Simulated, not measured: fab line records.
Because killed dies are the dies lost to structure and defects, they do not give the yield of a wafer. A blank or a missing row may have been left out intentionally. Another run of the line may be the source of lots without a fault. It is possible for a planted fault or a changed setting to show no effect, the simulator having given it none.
fab line records + flow sky130
[record]
- lots = 14
- wafers = 42
- last_day = 50
route steps=708 shown VT_ADJUST_NCORE@121
lots that met no fault: taken from a fault-free run of the same line
start_h: start of the lot's first displayed wafer, in hours after the record's first day + wait_h: time in hours since the lot's previous step + " same as the row above + L1.1+2: several wafers, shown together as one row + - value missing, or start not given + * or withheld: withheld + < > ~ a bound
route shown NAME@n: NAME is a module with steps in the file, n the number in the route of the first one + usual: the fault-free wafers' mean and standard deviation + same: alike in all rows + chamber/n: place in a boat + sites: each site's reading + _std_site: how widely they spread, as a standard deviation + _edge_site: inner sites' mean taken away from outer sites' mean + radius_mm: how far each site lies from the wafer's centre + mask NAME#n: copy n + behind: the last tool/chamber to shape the wafer + hold: why the lot was held/for how many hours/how that ended + device: transistor that didn't switch, given as n, p or np + end of line: at the end of the route, the tests of the same wafers + for a step that has no rows: nothing shown but its recipe + killed: the dies lost at the first sort to structure and to defects; this is not the yield of the wafer + map: the dies of a wafer, with x for killed, . for not killed, _ for no die there
set.NAME: the setting as run; set.NAME@STEP: as run at that earlier step + model.NAME: the simulator's own value behind a step, which no gauge read
steps of the route over a sample of lots; a table a step, a row a wafer
services: the hour from which a tool's chamber was out of use, counted from the record's first day as start_h (under 0 if before that day), plus the number of hours and why
[[steps]]
[step SKY_VT_ADJUST_NCORE_COAT_02]
[recipe]
- resist = NOVOLAK
- spin_rpm = 3000
- resist_thk_nm = 1140
| lot.wafer  | tool           | chamber | start_h | wait_h |
|------------|----------------|---------|---------|--------|
| L932.2+3+6 | litho_track-02 | 0       | 172.81  | 0.1    |
| L933.2+4+5 | litho_track-03 | 0       | 180.08  | 0.1    |
| L935.2+5+6 | litho_track-01 | 0       | 198.56  | 0.1    |
| L936.1+2+3 | litho_track-03 | 0       | 202.70  | 0.1    |
| L937.1+3+4 | litho_track-01 | 0       | 209.79  | 0.1    |
| L938.4+5+6 | litho_track-01 | 0       | 211.56  | 0.1    |
| L939.1+2+3 | litho_track-01 | 0       | 222.24  | 0.1    |
| L942.1+5+6 | litho_track-03 | 0       | 241.80  | 0.1    |
| L943.1+4+6 | litho_track-02 | 0       | 251.54  | 0.1    |
| L947.1+3+6 | litho_track-03 | 0       | 285.45  | 0.1    |
| L948.2+3+4 | litho_track-03 | 0       | 289.93  | 0.1    |
| L949.1+5+6 | litho_track-01 | 0       | 296.69  | 0.1    |
| L954.4+5+6 | litho_track-02 | 0       | 326.96  | 0.1    |
| L955.4+5+6 | litho_track-01 | 0       | 333.91  | 0.1    |
[step SKY_VT_ADJUST_NCORE_STRIP_10]
[recipe]
- chemistry = O2/N2
- power_w = 1400
- pressure_mtorr = 1500
- platen_temp_c = withheld
- o2_flow_sccm = 3000
- n2_flow_sccm = 300
- overash_fraction = 0.5
[usual]
- drypump_motor_current_A = 6.1/0.47
- o2_flow_sccm = 2999/9.5
- oes_product_au = 0.716/0.0047
- strip_time_to_endpoint_s = 14.18/0.042
| lot.wafer | tool            | chamber | start_h | wait_h | drypump_motor_current_A | o2_flow_sccm | oes_product_au | rf_hours_counter_h | strip_time_to_endpoint_s |
|-----------|-----------------|---------|---------|--------|-------------------------|--------------|----------------|--------------------|--------------------------|
| L932.2    | plasma_asher-03 | 0       | 184.24  | 0.1    | 5.7                     | 2996         | 0.717          | 49                 | 14.15                    |
| L932.3    | "               | 0       | "       | "      | 5.7                     | 2997         | 0.717          | -                  | 14.14                    |
| L932.6    | "               | 1       | "       | "      | 6.7                     | 2988         | 0.717          | -                  | 14.19                    |
| L933.2    | plasma_asher-03 | 1       | 190.41  | 0.1    | 6.7                     | 3021         | 0.716          | 49                 | 14.13                    |
| L933.4    | "               | 1       | "       | "      | 6.7                     | 3011         | 0.719          | -                  | 14.15                    |
| L933.5    | "               | 0       | "       | "      | 5.7                     | 2995         | 0.720          | -                  | 14.12                    |
| L935.2    | plasma_asher-03 | 0       | 209.76  | 0.1    | 5.7                     | 2985         | 0.720          | 51                 | 14.19                    |
| L935.5    | "               | 1       | "       | "      | 6.7                     | 2993         | 0.711          | -                  | 14.15                    |
| L935.6    | "               | 0       | "       | "      | 5.7                     | 2980         | 0.711          | -                  | 14.16                    |
| L936.1    | plasma_asher-01 | 1       | 214.01  | 0.1    | 5.4                     | 3014         | 0.717          | 41                 | 14.17                    |
| L936.2    | "               | 0       | "       | "      | 5.3                     | 2999         | 0.719          | 41                 | 14.23                    |
| L936.3    | "               | 0       | "       | "      | 5.3                     | 3007         | 0.707          | -                  | 14.22                    |
| L937.1    | plasma_asher-01 | 1       | 221.94  | 0.1    | 5.4                     | 2984         | 0.717          | 41                 | 14.13                    |
| L937.3    | "               | 1       | "       | "      | 5.4                     | 2989         | 0.712          | -                  | 14.16                    |
| L937.4    | "               | 0       | "       | "      | 5.3                     | 3007         | 0.716          | -                  | 14.11                    |
| L938.4    | plasma_asher-01 | 0       | 223.53  | 0.1    | 5.2                     | 3012         | 0.712          | -                  | 14.19                    |
| L938.5    | "               | 1       | "       | "      | 5.5                     | 2997         | 0.715          | -                  | 14.20                    |
| L938.6    | "               | 0       | "       | "      | 5.3                     | 2992         | 0.712          | -                  | 14.18                    |
| L939.1    | plasma_asher-03 | 1       | 233.95  | 0.1    | 6.6                     | 3006         | 0.712          | 54                 | 14.14                    |
| L939.2    | "               | 0       | "       | "      | 5.7                     | 2994         | 0.712          | 54                 | 14.15                    |
| L939.3    | "               | 1       | "       | "      | 6.7                     | 3006         | 0.715          | -                  | 14.16                    |
| L942.1    | plasma_asher-03 | 0       | 254.34  | 0.1    | 5.7                     | 3007         | 0.707          | 56                 | 14.22                    |
| L942.5    | "               | 0       | "       | "      | 5.7                     | 2995         | 0.709          | -                  | 14.25                    |
| L942.6    | "               | 1       | "       | "      | 6.7                     | 3015         | 0.722          | -                  | 14.21                    |
| L943.1    | plasma_asher-03 | 0       | 263.60  | 0.1    | 5.7                     | 3011         | 0.729          | 57                 | 14.17                    |
| L943.4    | "               | 1       | "       | "      | 6.7                     | 3019         | 0.719          | -                  | 14.18                    |
| L943.6    | "               | 0       | "       | "      | 5.7                     | 2998         | 0.714          | -                  | 14.14                    |
| L947.1    | plasma_asher-03 | 0       | 298.24  | 0.1    | 5.7                     | 3001         | 0.709          | 60                 | 13.89                    |
| L947.3    | "               | 0       | "       | "      | 5.7                     | 3012         | 0.719          | -                  | 13.91                    |
| L947.6    | "               | 0       | "       | "      | 5.7                     | 2991         | 0.715          | -                  | 13.90                    |
| L948.2    | plasma_asher-03 | 0       | 303.21  | 0.1    | 5.7                     | 2993         | 0.717          | 60                 | 13.80                    |
| L948.3    | "               | 1       | "       | "      | 6.7                     | 2998         | 0.724          | -                  | 13.85                    |
| L948.4    | "               | 0       | "       | "      | 5.7                     | 2997         | 0.717          | -                  | 13.82                    |
| L949.1    | plasma_asher-04 | 0       | 309.41  | 0.1    | 6.2                     | 2997         | 0.719          | 60                 | 14.14                    |
| L949.5    | "               | 0       | "       | "      | 6.2                     | 3004         | 0.711          | -                  | 14.13                    |
| L949.6    | "               | 1       | "       | "      | 6.3                     | 2995         | 0.711          | -                  | 14.16                    |
| L954.4    | plasma_asher-04 | 1       | 339.54  | 0.1    | 6.3                     | 3008         | 0.719          | -                  | 14.20                    |
| L954.5    | "               | 1       | "       | "      | 6.3                     | 3005         | 0.713          | -                  | 14.22                    |
| L954.6    | "               | 0       | "       | "      | 6.3                     | 3009         | 0.710          | -                  | 14.17                    |
| L955.4    | plasma_asher-03 | 0       | 348.04  | 0.1    | 5.7                     | 2999         | 0.721          | -                  | 14.12                    |
| L955.5    | "               | 1       | "       | "      | 6.7                     | 2998         | 0.722          | -                  | 14.13                    |
| L955.6    | "               | 0       | "       | "      | 5.7                     | 3008         | 0.719          | -                  | 14.13                    |
[[services]]
| tool            | chamber | start_h | hours | kind   |
|-----------------|---------|---------|-------|--------|
| plasma_asher-01 | -       | 197.43  | 0.6   | repair |
| plasma_asher-04 | -       | 221.81  | 3.4   | repair |
| plasma_asher-04 | -       | 254.66  | 2.0   | repair |
| plasma_asher-01 | -       | 311.64  | 1.0   | repair |
[[key]]
[first_sign]
- step = SKY_VT_ADJUST_NCORE_STRIP_10
- reading = strip_time_to_endpoint_s
- direction = down
- sigmas = 7.6
- usual = *
- struck = *
effect none on later readings
met_at SKY_VT_ADJUST_NCORE_COAT_02
struck_lots L947,L948
tester_left_out L947,L948
onset_between 241.80 285.45
[fault]
- kind = process_parameter_drift
- tool = litho_track-03
- chamber = -
- onset_h = 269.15
- steps = SKY_VT_ADJUST_NCORE_COAT_02
- channel = resist_thk_nm
- offset = -30.13
- shape = step
- end_h = 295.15
- acts_in = these_recipes_only
- stated = 1140
// tester_left_out: of these lots the tester's yield and bins aren't shown, on N5 and GAA mostly nor the transistor test; their killed dies are dies lost to structure and defects alone, not to doping, threshold or leakage, so they don't give the yield
